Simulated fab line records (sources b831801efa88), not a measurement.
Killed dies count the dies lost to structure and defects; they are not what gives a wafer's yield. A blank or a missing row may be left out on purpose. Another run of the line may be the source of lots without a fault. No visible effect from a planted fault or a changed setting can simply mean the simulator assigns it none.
Matching of chambers	flow gf180mcu	GF_V5_ETCH_16 on rieDiel-03: 4 sister chambers
The step etches BARC in N2/H2. 14 wafers are shown with their chamber, then 7 later ones without.

## EACH WAFER AND ITS CHAMBER
wafer	chamber	drypumpMotorCurrentA (A)	throttleValvePct (%)	rfFwdPowerW (W)
L076.2	1	6.2	13.209	495.9
L076.4	3	5.7	13.212	498.3
L076.5	2	5.8	13.224	493.0
L079.2	3	5.7	13.206	496.8
L079.3	0	6.0	13.225	494.5
L079.6	0	6.0	13.231	496.6
L080.3	2	5.8	13.220	495.4
L080.5	2	5.8	13.235	495.2
L080.6	0	6.0	13.228	494.6
L083.2	2	5.8	13.219	495.2
L083.4	3	5.6	13.219	498.8
L083.5	2	5.8	13.243	494.2
L091.1	1	6.3	13.215	498.0
L091.2	0	6.0	13.233	498.2

SIGNATURES, as means of the wafers listed above
reading	chamber 0	chamber 1	chamber 2	chamber 3	scatter within a chamber
drypumpMotorCurrentA	6.000	6.250	5.800	5.667	0.0342
throttleValvePct	13.22925	13.21200	13.22820	13.21233	0.00758
rfFwdPowerW	495.975	496.950	494.600	497.967	1.34
Rule: for each reading, subtract the chamber's mean from the wafer's reading, divide by that reading's scatter and square the result; add these up over the readings and take the root, which gives the wafer's distance from the chamber. The wafer belongs to the nearest chamber; if the next one is less than 2 further off, it can't be placed. How the scatter is found: for the shown wafers, subtract from each reading the mean of its chamber, square and add these, divide the total by (wafers less chambers), then take the root.

## WAFERS WITHOUT THEIR CHAMBER
wafer	drypumpMotorCurrentA (A)	throttleValvePct (%)	rfFwdPowerW (W)
L091.4	5.8	13.215	494.3
L096.3	6.0	13.221	492.6
L096.4	5.8	13.237	497.5
L096.5	5.6	13.235	494.0
L097.1	5.6	13.218	492.8
L097.4	6.0	13.223	496.1
L097.5	5.6	13.229	496.3

## EACH ONE'S CHAMBER
wafer	from the rows above	in truth
L091.4	2	2
L096.3	0	0
L096.4	2	2
L096.5	can't be placed: 3 or 2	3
L097.1	can't be placed: 3 or 2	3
L097.4	0	0
L097.5	3	3
Correctly placed: 5 of 7. Unplaceable from these rows: 2, with the true chamber sitting among the candidates in 2. Wrongly placed: 0.
